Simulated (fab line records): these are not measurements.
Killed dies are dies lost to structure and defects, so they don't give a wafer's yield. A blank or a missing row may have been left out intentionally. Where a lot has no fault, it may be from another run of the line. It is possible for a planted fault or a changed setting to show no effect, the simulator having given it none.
The tool behind it: which one? ; flow gf180mcu ; 12 lots with 36 wafers sampled at 6 steps, on a route of 602 steps

## WHAT THE GAUGES SHOWED, per wafer
GF_NWELL_OVL_MEAS_07.
lot;measured;on;NWELL_OVL (nm)
L623;day 3 08:43;overlay-01;1.3 3.1 2.0
L626;day 4 01:31;overlay-02;0.0 -0.4 -0.7
L627;day 4 04:00;overlay-01;0.9 1.7 1.9
L628;day 4 10:28;overlay-02;-0.8 0.0 2.0
L630;day 4 21:25;overlay-01;0.6 0.3 -0.2
L632;day 5 08:55;overlay-01;-1.9 -1.3 -0.9
L639;day 6 22:31;overlay-01;- - -
L640;day 7 03:42;overlay-01;- - -
L641;day 7 10:31;overlay-02;- - -
L643;day 7 20:01;overlay-02;0.8 -1.2 0.9
L645;day 8 08:06;overlay-02;0.8 0.7 0.0
L646;day 8 14:09;overlay-01;1.5 0.8 -1.0

GF_NWELL_TW_MEAS_11.
lot;measured;on;NWELL_TW
L623;day 3 09:09;filmMetro-01;1574 1571 1564
L626;day 4 01:57;filmMetro-01;1598 1587 1596
L627;day 4 04:26;filmMetro-04;1592 1595 1588
L628;day 4 10:54;filmMetro-01;1588 1576 1586
L630;day 4 21:51;filmMetro-01;1592 1596 1593
L632;day 5 09:21;filmMetro-04;1604 1603 1600
L639;day 6 22:57;filmMetro-02;30 30 30
L640;day 7 04:08;filmMetro-04;30 30 30
L641;day 7 10:57;filmMetro-01;30 30 30
L643;day 7 20:28;filmMetro-02;1556 1549 1555
L645;day 8 08:32;filmMetro-02;1562 1561 1569
L646;day 8 14:35;filmMetro-02;1566 1566 1572

GF_VT_IMPLANT_RS_MEAS_47: measurement is done with a four-point probe.
lot;measured;on;NWELL_RS (ohm/sq)
L623;day 7 15:10;filmMetro-04;486.7 487.2 488.7
L626;day 8 11:50;filmMetro-02;486.5 486.3 486.1
L627;day 8 16:19;filmMetro-04;488.3 488.0 488.1
L628;day 8 22:29;filmMetro-01;486.9 488.8 488.9
L630;day 9 13:35;filmMetro-02;485.2 483.2 484.1
L632;day 10 00:47;filmMetro-02;487.3 487.8 487.6
L639;day 12 00:29;filmMetro-02;486.7 488.2 487.5
L640;day 12 07:46;filmMetro-02;487.0 486.8 489.0
L641;day 12 16:24;filmMetro-04;487.6 487.1 487.9
L643;day 13 03:20;filmMetro-02;486.1 485.3 486.3
L645;day 13 19:34;filmMetro-02;487.8 487.6 488.0
L646;day 14 03:16;filmMetro-01;486.7 486.4 486.6

## TOOL THAT RAN EACH LOT (tool first, then ch and the chambers of the sampled wafers, then the start)
lot;GF_NWELL_DEVELOP_06;GF_MVPSD_STRIP_10;GF_VT_IMPLANT_STRIP_42
L623;lithoTrack-02 ch 0, day 3 08:00;plasmaAsher-03 ch 0,1, day 5 02:59;plasmaAsher-03 ch 0,1, day 7 14:44
L626;lithoTrack-03 ch 0, day 4 01:00;plasmaAsher-04 ch 0,1, day 5 20:47;plasmaAsher-03 ch 0,1, day 8 11:23
L627;lithoTrack-01 ch 0, day 4 03:00;plasmaAsher-01 ch 0,1, day 6 00:47;plasmaAsher-04 ch 1, day 8 15:53
L628;lithoTrack-03 ch 0, day 4 10:00;plasmaAsher-01 ch 0,1, day 6 06:21;plasmaAsher-02 ch 0,1, day 8 22:02
L630;lithoTrack-01 ch 0, day 4 21:00;plasmaAsher-01 ch 0,1, day 6 19:14;plasmaAsher-02 ch 0,1, day 9 13:08
L632;lithoTrack-03 ch 0, day 5 08:00;plasmaAsher-01 ch 0,1, day 7 06:05;plasmaAsher-02 ch 0,1, day 10 00:20
L639;lithoTrack-03 ch 0, day 6 22:00;plasmaAsher-01 ch 0,1, day 8 23:56;plasmaAsher-02 ch 0,1, day 12 00:02
L640;lithoTrack-03 ch 0, day 7 03:00;plasmaAsher-01 ch 0,1, day 9 05:54;plasmaAsher-04 ch 0,1, day 12 07:20
L641;lithoTrack-03 ch 0, day 7 10:00;plasmaAsher-04 ch 0, day 9 13:30;plasmaAsher-02 ch 0,1, day 12 15:53
L643;lithoTrack-02 ch 0, day 7 19:00;plasmaAsher-01 ch 0,1, day 9 23:00;plasmaAsher-03 ch 0,1, day 13 02:53
L645;lithoTrack-01 ch 0, day 8 07:00;plasmaAsher-01 ch 0,1, day 10 13:11;plasmaAsher-03 ch 0,1, day 13 19:08
L646;lithoTrack-01 ch 0, day 8 14:00;plasmaAsher-03 ch 0,1, day 10 18:29;plasmaAsher-04 ch 0,1, day 14 02:50
- GF_NWELL_DEVELOP_06: develop time 60 s.
- GF_MVPSD_STRIP_10: strips in O2/N2.
- GF_VT_IMPLANT_STRIP_42: strips in O2/N2.

## AS READ BY THE TOOLS THEMSELVES (means over the sampled wafers that have a number; for cases with no such wafer, the mark the record gives instead)
GF_NWELL_DEVELOP_06.
lot;tool;resistLineTempC (C)
L623;lithoTrack-02;22.98
L626;lithoTrack-03;23.12
L627;lithoTrack-01;23.03
L628;lithoTrack-03;22.95
L630;lithoTrack-01;22.92
L632;lithoTrack-03;23.05
L639;lithoTrack-03;22.97
L640;lithoTrack-03;23.00
L641;lithoTrack-03;22.92
L643;lithoTrack-02;23.09
L645;lithoTrack-01;23.08
L646;lithoTrack-01;22.99

GF_MVPSD_STRIP_10.
lot;tool;drypumpMotorCurrentA (A);heaterPowerW (W);oesProductAu (a.u.);stripTimeToEndpointS (s)
L623;plasmaAsher-03;5.65;294;0.725;37.03
L626;plasmaAsher-04;5.86;342;0.720;36.93
L627;plasmaAsher-01;5.41;323;0.723;36.91
L628;plasmaAsher-01;5.42;328;0.721;36.94
L630;plasmaAsher-01;5.43;326;0.716;36.98
L632;plasmaAsher-01;5.44;327;0.723;36.86
L639;plasmaAsher-01;5.44;328;0.720;37.26
L640;plasmaAsher-01;5.52;324;0.722;37.19
L641;plasmaAsher-04;5.41;330;0.722;36.91
L643;plasmaAsher-01;5.50;323;0.722;36.80
L645;plasmaAsher-01;5.44;327;0.722;37.10
L646;plasmaAsher-03;5.63;307;0.720;37.07

GF_VT_IMPLANT_STRIP_42.
lot;tool;drypumpMotorCurrentA (A);heaterPowerW (W);oesProductAu (a.u.);stripTimeToEndpointS (s)
L623;plasmaAsher-03;5.7;306;0.712;12.70
L626;plasmaAsher-03;5.7;305;0.714;12.66
L627;plasmaAsher-04;6.1;347;0.718;12.68
L628;plasmaAsher-02;5.2;331;0.720;12.66
L630;plasmaAsher-02;5.2;331;0.711;12.64
L632;plasmaAsher-02;5.6;333;0.714;12.64
L639;plasmaAsher-02;5.6;338;0.715;12.60
L640;plasmaAsher-04;5.9;344;0.716;12.62
L641;plasmaAsher-02;5.2;327;0.715;12.67
L643;plasmaAsher-03;5.6;291;0.712;12.66
L645;plasmaAsher-03;5.6;302;0.716;12.61
L646;plasmaAsher-04;5.9;344;0.716;12.63

## THE ANSWER, worked out from the rows above alone
Rule: the lots themselves supply what counts as usual. The widest of any qualifying gaps counts: lots, ordered by their means at a reading, are off when they make up no more than a third of the lots, leave a main group of 4 or more, and stand apart from it by 3 or more times the standard deviation of that group's means. If all means in a main group match to the digits the tables above print for the reading, that group is not used. A lot without any number at a reading at which 4 lots or more have one is off too. The other lots that the step has rows for count as sound. The gauges are gone through in route order, then the tools' own readings, and for those a lot's mean is taken as printed above. The first step at which some lot is off is used, and at that step the reading that is off furthest; a lot without a number counts as furthest.
Off: L639, L640, L641, seen at GF_NWELL_OVL_MEAS_07 (NWELL_OVL). Without a number there: L639, L640, L641. For the main group the mean is 0.4 nm and the standard deviation 0.94.
A tool fits if, at a process step before that reading, it ran every lot that is off, and no sound lot after the first of them. Not tried: the gauges at GF_NWELL_OVL_MEAS_07; whatever is off there is also off at GF_NWELL_TW_MEAS_11, on other tools, and gauge error can't account for it. One fits: GF_NWELL_DEVELOP_06 on lithoTrack-03. A fault onset in the window from L632 (day 5 08:00, its last sound lot) to L639 (day 6 22:00, its first lot off) fits.

## WHAT THE SIMULATOR HAD INSERTED
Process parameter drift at GF_NWELL_DEVELOP_06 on lithoTrack-03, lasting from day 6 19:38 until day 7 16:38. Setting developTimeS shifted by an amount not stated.
Lots struck among those shown: L639, L640, L641. The same result came from the rule above.
